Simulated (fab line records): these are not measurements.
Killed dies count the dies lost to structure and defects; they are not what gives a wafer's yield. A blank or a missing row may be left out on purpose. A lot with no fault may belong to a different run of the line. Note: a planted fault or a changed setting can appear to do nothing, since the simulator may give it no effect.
fab line records | flow sky130
record lots=6 | wafers=18 | last_day=49
route steps=708 shown VIA3@591 METAL4@598 CAP2M@603 PAD_OPEN@708
lots that met no fault: from a run of the same line without faults
start_h: start of the lot's first displayed wafer, in hours after the record's first day | wait_h: hours from the lot's prior step to this one | " same as the row above | L1.1+2: one row covering several wafers at once | - no value present, or no start provided | * or withheld: withheld | < > ~ a bound
route shown NAME@n: NAME is a module with steps in the file, n the number in the route of the first one | usual: the fault-free wafers' mean and standard deviation | same: alike in all rows | chamber/n: place in a boat | sites: per-site readings | _std_site: the values' standard deviation | _edge_site: the outer-site mean with the inner-site mean subtracted | radius_mm: how far each site lies from the wafer's centre | mask NAME#n: copy n | behind: the tool/chamber that last shaped the wafer | hold: what put the lot on hold/how long, in hours/how the hold closed | device: the transistor (n, p or np) that didn't switch | end of line: tests of these same wafers at the route's end | for a step that has no rows: nothing shown but its recipe | killed: dies lost to structure and defects at the first sort, not the wafer's yield | map: dies across one wafer; x = killed, . = not, _ = none there
set.NAME: the setting that was run; set.NAME@STEP: the one run at that earlier step | model.NAME: the simulator's own value behind a step, which no gauge read
lots at some steps of the route; a table a step, a row a wafer
services: from which hour (start_h, from the record's first day; less than 0 if before it) a tool's chamber was out of use, for how many hours, and why
## steps
# step SKY_VIA3_CLEAN_18
# recipe chemistry=IPA | time_s=180 | temp_c=25
# step SKY_VIA3_CLEAN_19
# recipe chemistry=O3/DIW | dry=n2_spin
# step SKY_VIA3_SPUTTER_20
# recipe material=TiN | target_thk_nm=20 | chamber_pressure_pa=5 | power_w=4000 | time_s=80
# step SKY_VIA3_CVD_21
# recipe material=W | target_thk_nm=390 | time_s=117.31 | temp_c=400 | pressure_torr=40
# usual chamber_pressure_Torr=40.02/0.082 | heater_power_outer_w=528/46 | heater_power_w=820/36
lot.wafer | tool     | chamber | start_h | wait_h | chamber_pressure_Torr | heater_power_outer_w | heater_power_w
L258.1    | cvd_w-01 | 0       | 951.77  | 0.0    | 39.97                 | 480                  | 778
L258.2    | "        | 1       | "       | "      | 39.97                 | 588                  | 849
L258.6    | "        | 0       | "       | "      | 40.00                 | 491                  | 765
L260.3    | cvd_w-02 | 0       | 964.37  | 0.1    | 40.12                 | 519                  | 835
L260.4    | "        | 1       | "       | "      | 39.99                 | 493                  | 795
L260.6    | "        | 1       | "       | "      | 40.06                 | 484                  | 798
L270.3    | cvd_w-02 | 0       | 1028.26 | 0.1    | 40.02                 | 521                  | 870
L270.5    | "        | 1       | "       | "      | 40.04                 | 500                  | 800
L270.6    | "        | 0       | "       | "      | 40.08                 | 531                  | 835
L272.2    | cvd_w-01 | 0       | 1039.85 | 0.0    | 40.03                 | 494                  | 742
L272.4    | "        | 1       | "       | "      | 39.90                 | 600                  | 852
L272.6    | "        | 1       | "       | "      | 40.08                 | 588                  | 838
L275.1    | cvd_w-02 | 1       | 1054.72 | 0.0    | 40.06                 | 481                  | 805
L275.3    | "        | 0       | "       | "      | 40.13                 | 523                  | 875
L275.6    | "        | 0       | "       | "      | 40.11                 | 529                  | 851
L276.2    | cvd_w-01 | 0       | 1060.73 | 0.0    | 40.06                 | 484                  | 771
L276.4    | "        | 1       | "       | "      | 39.97                 | 587                  | 841
L276.6    | "        | 0       | "       | "      | 39.95                 | 493                  | 791
# step SKY_VIA3_RS_MEAS_22
# recipe thk_meas_gauge=four-point-probe | reads=W_of_VIA3_CVD_21+TiN_of_VIA3_SPUTTER_20
# usual VIA3_W_RS=0.292/0.0049
lot.wafer | tool          | chamber | start_h | wait_h | VIA3_W_RS[ohm/sq]
L258.1    | film_metro-03 | -       | 951.89  | 0.1    | 0.288
L258.2    | "             | -       | "       | "      | 0.291
L258.6    | "             | -       | "       | "      | 0.288
L260.3    | film_metro-04 | -       | 964.50  | 0.1    | 0.294
L260.4    | "             | -       | "       | "      | 0.286
L260.6    | "             | -       | "       | "      | 0.287
L270.3    | film_metro-04 | -       | 1028.39 | 0.1    | 0.297
L270.5    | "             | -       | "       | "      | 0.285
L270.6    | "             | -       | "       | "      | 0.296
L272.2    | film_metro-04 | -       | 1039.99 | 0.1    | 0.287
L272.4    | "             | -       | "       | "      | 0.290
L272.6    | "             | -       | "       | "      | 0.295
L275.1    | film_metro-01 | -       | 1054.85 | 0.1    | 0.284
L275.3    | "             | -       | "       | "      | 0.298
L275.6    | "             | -       | "       | "      | 0.298
L276.2    | film_metro-03 | -       | 1060.87 | 0.1    | 0.291
L276.4    | "             | -       | "       | "      | 0.292
L276.6    | "             | -       | "       | "      | 0.287
# step SKY_VIA3_THK_MEAS_23
# recipe thk_meas_gauge=xrf | reads=W_of_VIA3_CVD_21
# usual VIA3_W_THK=387/7.1
lot.wafer | tool          | chamber | start_h | wait_h | VIA3_W_THK[nm]
L258.1    | film_metro-03 | -       | 952.01  | 0.1    | 390
L258.2    | "             | -       | "       | "      | 384
L258.6    | "             | -       | "       | "      | 388
L260.3    | film_metro-04 | -       | 964.60  | 0.1    | 380
L260.4    | "             | -       | "       | "      | 392
L260.6    | "             | -       | "       | "      | 389
L270.3    | film_metro-04 | -       | 1028.49 | 0.1    | 384
L270.5    | "             | -       | "       | "      | 401
L270.6    | "             | -       | "       | "      | 386
L272.2    | film_metro-04 | -       | 1040.10 | 0.1    | 398
L272.4    | "             | -       | "       | "      | 393
L272.6    | "             | -       | "       | "      | 385
L275.1    | film_metro-01 | -       | 1054.97 | 0.1    | 395
L275.3    | "             | -       | "       | "      | 373
L275.6    | "             | -       | "       | "      | 373
L276.2    | film_metro-03 | -       | 1060.98 | 0.1    | 386
L276.4    | "             | -       | "       | "      | 387
L276.6    | "             | -       | "       | "      | 390
# step SKY_VIA3_CMP_24
# recipe stop_on=SiO2 | t_overpolish_s=20 | down_force_psi=3.5 | platen_rpm=60 | target_thk_nm=0 | pad_velocity_m_s=0.94248
# usual motor_current_A=10.6/0.63 | overpolish_run_s=20.000/0.0089 | time_to_endpoint_s=96/3.4
lot.wafer | tool   | chamber | start_h | wait_h | motor_current_A | overpolish_run_s | time_to_endpoint_s
L258.2    | cmp-01 | 0       | 953.17  | 1.1    | 10.8            | 20.002           | 89
L258.1    | "      | 2       | "       | "      | 10.4            | 19.993           | 90
L258.6    | "      | 1       | "       | "      | 11.4            | 19.998           | 94
L260.4    | cmp-01 | 1       | 964.74  | 0.1    | 11.9            | 20.002           | 98
L260.3    | "      | 2       | "       | "      | 10.6            | 19.997           | 91
L260.6    | "      | 0       | "       | "      | 10.9            | 20.001           | 98
L270.3    | cmp-02 | 0       | 1028.53 | 0.0    | 10.7            | 19.988           | 90
L270.5    | "      | 0       | "       | "      | 11.6            | 20.006           | 96
L270.6    | "      | 1       | "       | "      | 10.2            | 20.009           | 94
L272.4    | cmp-02 | 3       | 1040.15 | 0.0    | 10.5            | 20.010           | 98
L272.2    | "      | 2       | "       | "      | 9.9             | 19.999           | 101
L272.6    | "      | 0       | "       | "      | 10.7            | 20.008           | 96
L275.3    | cmp-02 | 2       | 1055.13 | 0.1    | 9.6             | 20.012           | 95
L275.1    | "      | 3       | "       | "      | 10.7            | 19.996           | 99
L275.6    | "      | 0       | "       | "      | 11.1            | 20.004           | 92
L276.4    | cmp-02 | 2       | 1061.03 | 0.0    | 9.2             | 19.990           | 93
L276.2    | "      | 1       | "       | "      | 10.4            | 19.985           | 95
L276.6    | "      | 2       | "       | "      | 9.5             | 19.994           | 96
# step SKY_METAL4_SPUTTER_00
# recipe material=Ti | target_thk_nm=15 | power_w=3000 | time_s=10 | chamber_pressure_pa=0.4
# usual throttle_valve_pct=29.9/0.88
lot.wafer | tool           | chamber | start_h | wait_h | throttle_valve_pct
L258.1    | pvd_sputter-04 | -       | 953.47  | 0.1    | 30.6
L258.2    | "              | -       | "       | "      | 31.1
L258.6    | "              | -       | "       | "      | 29.6
L260.3    | pvd_sputter-02 | -       | 964.94  | 0.1    | 29.6
L260.4    | "              | -       | "       | "      | 28.1
L260.6    | "              | -       | "       | "      | 28.9
L270.3    | pvd_sputter-04 | -       | 1028.83 | 0.2    | 30.4
L270.5    | "              | -       | "       | "      | 30.3
L270.6    | "              | -       | "       | "      | 29.8
L272.2    | pvd_sputter-04 | -       | 1040.45 | 0.1    | 30.9
L272.4    | "              | -       | "       | "      | 30.3
L272.6    | "              | -       | "       | "      | 31.0
L275.1    | pvd_sputter-01 | -       | 1055.33 | 0.1    | 31.9
L275.3    | "              | -       | "       | "      | 29.2
L275.6    | "              | -       | "       | "      | 32.0
L276.2    | pvd_sputter-02 | -       | 1061.33 | 0.1    | 29.3
L276.4    | "              | -       | "       | "      | 28.9
L276.6    | "              | -       | "       | "      | 29.3
# step SKY_METAL4_SPUTTER_01
# recipe material=TiN | target_thk_nm=20 | power_w=6500 | time_s=16.7 | chamber_pressure_pa=0.4
# step SKY_METAL4_SPUTTER_02
# recipe material=AlCu | target_thk_nm=735 | power_w=10600 | time_s=39.1 | chamber_pressure_pa=0.4
# usual throttle_valve_pct=30.0/0.88
lot.wafer | tool           | chamber | start_h | wait_h | throttle_valve_pct
L258.1    | pvd_sputter-04 | -       | 953.51  | 0.0    | 30.8
L258.2    | "              | -       | "       | "      | 31.2
L258.6    | "              | -       | "       | "      | 29.7
L260.3    | pvd_sputter-02 | -       | 964.98  | 0.0    | 29.2
L260.4    | "              | -       | "       | "      | 28.3
L260.6    | "              | -       | "       | "      | 28.9
L270.3    | pvd_sputter-04 | -       | 1028.87 | 0.0    | 30.3
L270.5    | "              | -       | "       | "      | 30.2
L270.6    | "              | -       | "       | "      | 29.5
L272.2    | pvd_sputter-04 | -       | 1040.50 | 0.0    | 30.7
L272.4    | "              | -       | "       | "      | 30.2
L272.6    | "              | -       | "       | "      | 30.8
L275.1    | pvd_sputter-01 | -       | 1055.37 | 0.0    | 32.0
L275.3    | "              | -       | "       | "      | 29.6
L275.6    | "              | -       | "       | "      | 31.7
L276.2    | pvd_sputter-02 | -       | 1061.38 | 0.0    | 29.5
L276.4    | "              | -       | "       | "      | 29.5
L276.6    | "              | -       | "       | "      | 29.5
# step SKY_METAL4_SPUTTER_03
# recipe material=Ti | target_thk_nm=5 | power_w=3000 | time_s=3.3 | chamber_pressure_pa=0.4
# usual throttle_valve_pct=29.9/0.87
lot.wafer | tool           | chamber | start_h | wait_h | throttle_valve_pct
L258.1    | pvd_sputter-04 | -       | 953.55  | 0.0    | 30.7
L258.2    | "              | -       | "       | "      | 31.3
L258.6    | "              | -       | "       | "      | 29.9
L260.3    | pvd_sputter-02 | -       | 965.02  | 0.0    | 28.9
L260.4    | "              | -       | "       | "      | 28.2
L260.6    | "              | -       | "       | "      | 28.9
L270.3    | pvd_sputter-04 | -       | 1028.91 | 0.0    | 30.2
L270.5    | "              | -       | "       | "      | 30.2
L270.6    | "              | -       | "       | "      | 29.7
L272.2    | pvd_sputter-04 | -       | 1040.54 | 0.0    | 30.7
L272.4    | "              | -       | "       | "      | 29.9
L272.6    | "              | -       | "       | "      | 30.9
L275.1    | pvd_sputter-01 | -       | 1055.41 | 0.0    | 31.9
L275.3    | "              | -       | "       | "      | 29.2
L275.6    | "              | -       | "       | "      | 31.6
L276.2    | pvd_sputter-02 | -       | 1061.42 | 0.0    | 29.6
L276.4    | "              | -       | "       | "      | 29.0
L276.6    | "              | -       | "       | "      | 29.6
# step SKY_METAL4_SPUTTER_04
# recipe material=TiN | target_thk_nm=70 | power_w=6500 | time_s=58.3 | chamber_pressure_pa=0.4
# step SKY_CAP2M_CVD_00
# recipe material=SiO2 | target_thk_nm=15.5 | temp_c=400 | time_s=withheld | rf_w=450
# usual heater_power_outer_w=416/79 | heater_power_w=702/110 | rf_fwd_power_W=442.8/2.5
lot.wafer | tool     | chamber | start_h | wait_h | heater_power_outer_w | heater_power_w | rf_fwd_power_W
L258.1    | pecvd-04 | 0       | 953.62  | 0.0    | -                    | -              | -
L258.2    | "        | 1       | "       | "      | -                    | -              | -
L258.6    | "        | 1       | "       | "      | -                    | -              | -
L260.3    | pecvd-04 | 2       | 965.09  | 0.0    | -                    | -              | -
L260.4    | "        | 1       | "       | "      | -                    | -              | -
L260.6    | "        | 2       | "       | "      | -                    | -              | -
L270.3    | pecvd-02 | 2       | 1028.98 | 0.0    | 400                  | 647            | 436.3
L270.5    | "        | 0       | "       | "      | 505                  | 856            | 445.1
L270.6    | "        | 1       | "       | "      | 584                  | 913            | 438.0
L272.2    | pecvd-03 | 1       | 1040.61 | 0.0    | 413                  | 652            | 444.5
L272.4    | "        | 1       | "       | "      | 403                  | 637            | 442.7
L272.6    | "        | 2       | "       | "      | 502                  | 869            | 446.2
L275.1    | pecvd-04 | 0       | 1055.48 | 0.0    | 394                  | 748            | 440.5
L275.3    | "        | 1       | "       | "      | 251                  | 487            | 446.2
L275.6    | "        | 2       | "       | "      | 387                  | 652            | 444.8
L276.2    | pecvd-02 | 1       | 1061.48 | 0.0    | 557                  | 919            | 440.2
L276.4    | "        | 2       | "       | "      | 414                  | 667            | 439.0
L276.6    | "        | 0       | "       | "      | 506                  | 847            | 443.7
# step SKY_CAP2M_SPUTTER_02
# recipe material=TiN | target_thk_nm=200 | temp_c=300 | power_w=6500 | time_s=166.7 | chamber_pressure_pa=0.4
# step SKY_PAD_OPEN_PROBE_99
# usual defect_limited_yield=82.5/2 | killed_at_M0_to_M3=43/7.3 | killed_at_M4_up=3.5/2.2 | killed_at_contacts=24/5.3 | killed_at_front_end=15/4.2 | killed_at_other=0.3/0.67 | killed_dies=86/9.8 | killed_on_rim=17/3.8 | killed_open=47/7.2 | killed_short=39/6.5 | sort_bin_3_pad_short=0.9/0.42 | sort_bin_5_function=10.4/1.5 | sort_bin_6_memory=6.3/1.2 | sort_n_pass=406/9.9 | sort_yield_pct=82.5/2
# same gross_dies=492 | killed_at_back_side=0 | sort_bin_4_leakage[%]=0 | sort_bin_8_speed[%]=0
lot.wafer | tool      | chamber | start_h | wait_h | defect_limited_yield[%] | killed_at_M0_to_M3 | killed_at_M4_up | killed_at_contacts | killed_at_front_end | killed_at_other | killed_dies | killed_on_rim | killed_open | killed_short | sort_bin_3_pad_short[%] | sort_bin_5_function[%] | sort_bin_6_memory[%] | sort_n_pass | sort_yield_pct[%]
L258.1    | prober-02 | -       | 1095.09 | 0.1    | 0                       | 49                 | 2               | 31                 | 7                   | 403             | 492         | 96            | 53          | 36           | 0.8                     | 92.9                   | 6.3                  | 0           | 0
L258.2    | prober-02 | -       | 1095.14 | 0.1    | 0                       | 49                 | 7               | 27                 | 14                  | 395             | 492         | 96            | 49          | 48           | 0.8                     | 91.1                   | 8.1                  | 0           | 0
L258.6    | prober-02 | -       | 1095.34 | 0.2    | 0                       | 43                 | 2               | 31                 | 8                   | 408             | 492         | 96            | 45          | 39           | 0.8                     | 93.7                   | 5.5                  | 0           | 0
L260.3    | prober-01 | -       | 1104.50 | 0.2    | 0                       | 56                 | 3               | 24                 | 9                   | 400             | 492         | 96            | 54          | 39           | 0.6                     | 93.5                   | 5.9                  | 0           | 0
L260.4    | prober-01 | -       | 1104.55 | 0.2    | 0                       | 42                 | 5               | 18                 | 19                  | 408             | 492         | 96            | 49          | 33           | 0.6                     | 93.9                   | 5.5                  | 0           | 0
L260.6    | prober-01 | -       | 1104.65 | 0.2    | 0                       | 45                 | 1               | 25                 | 20                  | 401             | 492         | 96            | 46          | 44           | 1.0                     | 90.9                   | 8.1                  | 0           | 0
L272.2    | prober-02 | -       | 1169.95 | 0.1    | 81.3                    | 44                 | 6               | 19                 | 23                  | 0               | 92          | 17            | 51          | 41           | 0.6                     | 11.0                   | 7.1                  | 400         | 81.3
L272.4    | prober-02 | -       | 1170.05 | 0.2    | 84.8                    | 41                 | 2               | 22                 | 10                  | 0               | 75          | 11            | 38          | 37           | 0.8                     | 8.5                    | 5.9                  | 417         | 84.8
L272.6    | prober-02 | -       | 1170.15 | 0.2    | 84.8                    | 37                 | 3               | 23                 | 12                  | 0               | 75          | 19            | 46          | 29           | 0.8                     | 8.5                    | 5.9                  | 417         | 84.8
L275.1    | prober-01 | -       | 1181.26 | 0.1    | 80.1                    | 56                 | 2               | 23                 | 16                  | 1               | 98          | 18            | 57          | 41           | 0.4                     | 12.4                   | 7.1                  | 394         | 80.1
L275.3    | prober-01 | -       | 1181.36 | 0.2    | 81.9                    | 49                 | 2               | 25                 | 13                  | 0               | 89          | 21            | 57          | 30           | 0.4                     | 11.8                   | 5.9                  | 403         | 81.9
L275.6    | prober-01 | -       | 1181.51 | 0.2    | 81.1                    | 48                 | 7               | 22                 | 16                  | 0               | 93          | 27            | 43          | 50           | 1.2                     | 11.4                   | 6.3                  | 399         | 81.1
L276.2    | prober-02 | -       | 1184.42 | 0.1    | 79.7                    | 58                 | 3               | 18                 | 21                  | 0               | 100         | 17            | 53          | 47           | 1.0                     | 13.6                   | 5.7                  | 392         | 79.7
L276.4    | prober-02 | -       | 1184.52 | 0.2    | 79.7                    | 49                 | 1               | 25                 | 25                  | 0               | 100         | 15            | 57          | 43           | 1.6                     | 11.6                   | 7.1                  | 392         | 79.7
L276.6    | prober-02 | -       | 1184.62 | 0.2    | 82.5                    | 42                 | 3               | 24                 | 17                  | 0               | 86          | 22            | 46          | 39           | 0.8                     | 10.8                   | 5.9                  | 406         | 82.5
# killed by level:class
L258.1 CAP2M:area_cvd=403 CONTACT:geometric_particle:open=14 VIA3:geometric_particle:open=11 VIA2:geometric_particle:open=10 VIA1:geometric_particle:open=8 VIA1:geometric_particle:short=7 LI_CONTACT:geometric_particle:open=5 LI_CONTACT:geometric_particle:short=4
L258.2 CAP2M:area_cvd=395 VIA1:geometric_particle:open=9 VIA3:geometric_particle:open=8 VIA2:geometric_particle:open=8 CONTACT:geometric_particle:open=7 VIA1:geometric_particle:short=7 CONTACT:geometric_particle:short=6 METAL2:geometric_particle:short=5
L258.6 CAP2M:area_cvd=408 VIA1:geometric_particle:open=11 VIA3:geometric_particle:open=11 CONTACT:geometric_particle:open=8 LOCAL_INTERCONNECT:geometric_particle:short=7 VIA1:geometric_particle:short=7 LI_CONTACT:geometric_particle:open=6 CONTACT:geometric_particle:short=5
L260.3 CAP2M:area_cvd=398 VIA2:geometric_particle:open=17 VIA1:geometric_particle:open=12 CONTACT:geometric_particle:open=9 CONTACT:geometric_particle:short=6 LOCAL_INTERCONNECT:geometric_particle:short=5 VIA3:geometric_particle:short=5 METAL2:geometric_particle:open=4
L260.4 CAP2M:area_cvd=408 VIA1:geometric_particle:open=11 CONTACT:geometric_particle:open=8 VIA2:geometric_particle:open=7 FIELD_ISO:geometric_particle:open=6 METAL2:geometric_particle:short=6 VIA3:geometric_particle:open=5 POLY_GATE:geometric_particle:open=5
L260.6 CAP2M:area_cvd=401 VIA3:geometric_particle:open=12 VIA1:geometric_particle:open=8 CONTACT:geometric_particle:open=8 LOCAL_INTERCONNECT:geometric_particle:short=6 LI_CONTACT:geometric_particle:short=5 CONTACT:geometric_particle:short=5 METAL2:geometric_particle:short=5
L272.2 VIA1:geometric_particle:open=12 VIA2:geometric_particle:open=7 FIELD_ISO:geometric_particle:short=6 LI_CONTACT:geometric_particle:open=6 METAL3:geometric_particle:short=6 VIA3:geometric_particle:open=6 POLY_GATE:geometric_particle:open=5 METAL1:geometric_particle:short=5
L272.4 CONTACT:geometric_particle:open=11 VIA1:geometric_particle:open=8 LOCAL_INTERCONNECT:geometric_particle:short=5 VIA1:geometric_particle:short=5 VIA2:geometric_particle:open=5 METAL2:geometric_particle:short=4 VIA2:geometric_particle:short=4 METAL3:geometric_particle:short=4
L272.6 VIA1:geometric_particle:open=14 CONTACT:geometric_particle:open=9 LI_CONTACT:geometric_particle:open=6 POLY_GATE:geometric_particle:open=5 METAL1:geometric_particle:short=5 CONTACT:geometric_particle:short=4 VIA2:geometric_particle:open=4 POLY_GATE:geometric_particle:short=3
L275.1 VIA1:geometric_particle:open=15 CONTACT:geometric_particle:open=10 METAL2:geometric_particle:short=9 VIA3:geometric_particle:open=9 VIA2:geometric_particle:open=8 FIELD_ISO:geometric_particle:short=6 VIA1:geometric_particle:short=5 LI_CONTACT:geometric_particle:open=4
L275.3 VIA1:geometric_particle:open=13 VIA2:geometric_particle:open=11 CONTACT:geometric_particle:open=9 LI_CONTACT:geometric_particle:open=6 METAL1:geometric_particle:short=6 METAL2:geometric_particle:short=6 VIA3:geometric_particle:open=5 LOCAL_INTERCONNECT:geometric_particle:short=4
L275.6 VIA1:geometric_particle:open=12 METAL2:geometric_particle:short=7 VIA1:geometric_particle:short=7 LI_CONTACT:geometric_particle:open=7 VIA2:geometric_particle:open=5 LOCAL_INTERCONNECT:geometric_particle:short=5 METAL1:geometric_particle:short=5 POLY_GATE:geometric_particle:open=4
L276.2 VIA1:geometric_particle:open=17 METAL1:geometric_particle:short=10 CONTACT:geometric_particle:open=8 VIA3:geometric_particle:open=7 FIELD_ISO:geometric_particle:short=6 POLY_GATE:geometric_particle:open=5 CONTACT:geometric_particle:short=5 VIA1:geometric_particle:short=5
L276.4 VIA1:geometric_particle:open=9 VIA2:geometric_particle:open=9 CONTACT:geometric_particle:open=8 VIA1:geometric_particle:short=8 VIA3:geometric_particle:open=8 FIELD_ISO:geometric_particle:open=7 LI_CONTACT:geometric_particle:open=7 FIELD_ISO:geometric_particle:short=5
L276.6 VIA1:geometric_particle:open=10 LI_CONTACT:geometric_particle:open=8 LOCAL_INTERCONNECT:geometric_particle:short=6 VIA1:geometric_particle:short=6 VIA3:geometric_particle:open=6 VIA2:geometric_particle:open=5 POLY_GATE:geometric_particle:open=4 FIELD_ISO:geometric_particle:short=4
# map L258.1 (x killed, . not)
__________xxxxxxxxxx_________
________xxxxxxxxxxxxxx_______
______xxxxxxxxxxxxxxxxxx_____
_____xxxxxxxxxxxxxxxxxxxx____
____xxxxxxxxxxxxxxxxxxxxxx___
___xxxxxxxxxxxxxxxxxxxxxxxx__
__xxxxxxxxxxxxxxxxxxxxxxxxxx_
_xxxxxxxxxxxxxxxxxxxxxxxxxxxx
_xxxxxxxxxxxxxxxxxxxxxxxxxxxx
_xxxxxxxxxxxxxxxxxxxxxxxxxxxx
_xxxxxxxxxxxxxxxxxxxxxxxxxxxx
_xxxxxxxxxxxxxxxxxxxxxxxxxxxx
_xxxxxxxxxxxxxxxxxxxxxxxxxxxx
_xxxxxxxxxxxxxxxxxxxxxxxxxxxx
_xxxxxxxxxxxxxxxxxxxxxxxxxxxx
__xxxxxxxxxxxxxxxxxxxxxxxxxx_
___xxxxxxxxxxxxxxxxxxxxxxxx__
____xxxxxxxxxxxxxxxxxxxxxx___
_____xxxxxxxxxxxxxxxxxxxx____
______xxxxxxxxxxxxxxxxxx_____
________xxxxxxxxxxxxxx_______
__________xxxxxxxxxx_________
# map L260.3 (x killed, . not)
__________xxxxxxxxxx_________
________xxxxxxxxxxxxxx_______
______xxxxxxxxxxxxxxxxxx_____
_____xxxxxxxxxxxxxxxxxxxx____
____xxxxxxxxxxxxxxxxxxxxxx___
___xxxxxxxxxxxxxxxxxxxxxxxx__
__xxxxxxxxxxxxxxxxxxxxxxxxxx_
_xxxxxxxxxxxxxxxxxxxxxxxxxxxx
_xxxxxxxxxxxxxxxxxxxxxxxxxxxx
_xxxxxxxxxxxxxxxxxxxxxxxxxxxx
_xxxxxxxxxxxxxxxxxxxxxxxxxxxx
_xxxxxxxxxxxxxxxxxxxxxxxxxxxx
_xxxxxxxxxxxxxxxxxxxxxxxxxxxx
_xxxxxxxxxxxxxxxxxxxxxxxxxxxx
_xxxxxxxxxxxxxxxxxxxxxxxxxxxx
__xxxxxxxxxxxxxxxxxxxxxxxxxx_
___xxxxxxxxxxxxxxxxxxxxxxxx__
____xxxxxxxxxxxxxxxxxxxxxx___
_____xxxxxxxxxxxxxxxxxxxx____
______xxxxxxxxxxxxxxxxxx_____
________xxxxxxxxxxxxxx_______
__________xxxxxxxxxx_________
## services
tool           | chamber | start_h | hours | kind
pvd_sputter-04 | 2       | 930.16  | -     | consumable_replace:kit
pvd_sputter-04 | 2       | 930.16  | 18.0  | scheduled_down
pvd_sputter-04 | 2       | 930.16  | 18.0  | vent_cycle
cmp-01         | -       | 931.72  | 4.6   | repair
pvd_sputter-04 | -       | 933.35  | 0.9   | repair
cvd_w-02       | -       | 934.32  | 0.6   | repair
pvd_sputter-02 | -       | 949.24  | 4.4   | repair
cmp-02         | -       | 950.31  | 4.1   | repair
pvd_sputter-01 | -       | 957.11  | 1.5   | repair
pecvd-02       | 2       | 961.00  | 6.0   | repair
pecvd-03       | -       | 967.27  | 2.8   | pm
pvd_sputter-04 | -       | 967.48  | 2.1   | repair
pecvd-02       | -       | 969.75  | 1.3   | repair
pecvd-02       | -       | 976.33  | 4.3   | pm
cmp-02         | -       | 996.56  | 0.8   | repair
cmp-02         | -       | 1018.82 | 0.3   | repair
pvd_sputter-04 | 1       | 1028.98 | -     | consumable_replace:kit
pvd_sputter-04 | 1       | 1028.98 | 18.0  | scheduled_down
pvd_sputter-04 | 1       | 1028.98 | 18.0  | vent_cycle
cvd_w-01       | -       | 1030.70 | 6.9   | pm
pecvd-04       | 2       | 1032.17 | 4.3   | repair
pvd_sputter-02 | -       | 1036.23 | 7.5   | repair
pecvd-03       | 0       | 1040.65 | 11.4  | repair
pecvd-04       | -       | 1042.93 | 0.6   | repair
## key
first_sign step=SKY_CAP2M_CVD_00 | reading=tool_record | direction=missing
effect step=SKY_PAD_OPEN_PROBE_99 | reading=killed_at_other | direction=up | sigmas=99+ | usual=0.3 | struck=402.5
more_kills_born_at SKY_CAP2M_CVD_00@pecvd-04=2413
met_at SKY_CAP2M_CVD_00
struck_wafers L258.1,L258.2,L258.6,L260.3,L260.4,L260.6
later_rows_left_out L258.1,L258.2,L258.6,L260.3,L260.4,L260.6
fault kind=skipped_step_whole | tool=pecvd-04 | chamber=- | onset_h=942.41 | steps=SKY_CAP2M_CVD_00 | scope=struck_lots_only
# later_rows_left_out: the simulator's readings of these wafers behind a module that went badly wrong aren't trusted and aren't shown, but for the sort
